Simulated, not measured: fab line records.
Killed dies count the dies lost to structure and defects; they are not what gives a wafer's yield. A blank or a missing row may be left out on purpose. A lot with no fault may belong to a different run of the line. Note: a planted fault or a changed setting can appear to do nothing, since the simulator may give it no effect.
Which tool was responsible? -- flow sky130 -- 11 lots, 33 wafers sampled, at 3 steps of a route of 708

== WHAT EACH GAUGE READ, for each wafer ==
SKY_POLY_GATE_THK_MEAS_21.
lot,measured,on,POLY_GATE_OXIDATION_THK (nm)
L114,day 17 08:58,film-metro-04,6.86 6.77 6.87
L118,day 18 11:19,film-metro-02,3.99 3.97 3.98
L120,day 19 06:37,film-metro-04,6.68 6.64 6.75
L121,day 19 09:29,film-metro-01,4.00 4.07 3.99
L125,day 21 08:05,film-metro-01,3.91 3.83 3.83
L126,day 21 18:32,film-metro-02,3.94 3.82 3.83
L129,day 22 18:37,film-metro-02,4.06 4.03 4.05
L130,day 22 21:13,film-metro-01,3.76 3.95 3.84
L132,day 23 15:26,film-metro-02,3.91 3.96 3.97
L133,day 23 20:51,film-metro-01,4.00 3.92 3.99
L135,day 24 09:24,film-metro-04,3.88 3.97 3.91

== TOOL THAT RAN EACH LOT (tool first, then ch and the chambers of the sampled wafers, then the start) ==
lot,SKY_GATE_OXIDE_STRIP_13,SKY_POLY_GATE_OXIDATION_20
L114,"plasma-asher-02 ch 0,1, day 14 15:50","furnace-01 ch 0, day 17 06:04 and furnace-02 ch 0, day 17 07:38"
L118,"plasma-asher-01 ch 0,1, day 15 15:41","furnace-01 ch 0, day 18 10:04"
L120,"plasma-asher-01 ch 0,1, day 16 05:04","furnace-01 ch 0, day 19 02:49 and furnace-02 ch 0, day 19 05:19"
L121,"plasma-asher-01 ch 0,1, day 16 13:49","furnace-02 ch 0, day 19 08:14"
L125,"plasma-asher-03 ch 0,1, day 18 10:26","furnace-01 ch 0, day 21 06:49"
L126,"plasma-asher-03 ch 0,1, day 18 20:24","furnace-01 ch 0, day 21 17:17"
L129,"plasma-asher-03 ch 0,1, day 19 23:10","furnace-02 ch 0, day 22 17:22"
L130,"plasma-asher-02 ch 0,1, day 20 00:55","furnace-01 ch 0, day 22 19:58"
L132,"plasma-asher-01 ch 0,1, day 20 20:23","furnace-02 ch 0, day 23 14:10"
L133,"plasma-asher-01 ch 0,1, day 21 00:32","furnace-02 ch 0, day 23 19:36"
L135,"plasma-asher-02 ch 0,1, day 21 15:23","furnace-01 ch 0, day 24 08:09"
- SKY_GATE_OXIDE_STRIP_13: strips in O2/N2.
- SKY_POLY_GATE_OXIDATION_20: stabilise 600 s, purge 300 s, target thk 4 nm.

== THE ANSWER, worked out from the rows above alone ==
Rule: what is usual is taken from the lots themselves. Put in order of their means at a reading, lots are off if they are a third of the lots or fewer, leave a main group of 4 or more, and stand apart from it by a gap of 3 or more times the standard deviation of the main group's means; of several such gaps the widest counts. The tables above print the reading to a certain number of digits; a main group whose means all agree to those digits is not used. A lot without any number at a reading at which 4 lots or more have one is off too. The other lots that the step has rows for count as sound.
Off: L114, L120, seen at SKY_POLY_GATE_THK_MEAS_21 (POLY_GATE_OXIDATION_THK). Mean 3.94 nm and standard deviation 0.068 in the main group.
A tool fits if, at a process step before that reading, it ran every lot that is off, and no sound lot after the first of them. Those tools and the gauges at SKY_POLY_GATE_THK_MEAS_21 are tried in the same way. Of those tried, none fits.

== WHAT HAD BEEN PUT IN BY THE SIMULATOR ==
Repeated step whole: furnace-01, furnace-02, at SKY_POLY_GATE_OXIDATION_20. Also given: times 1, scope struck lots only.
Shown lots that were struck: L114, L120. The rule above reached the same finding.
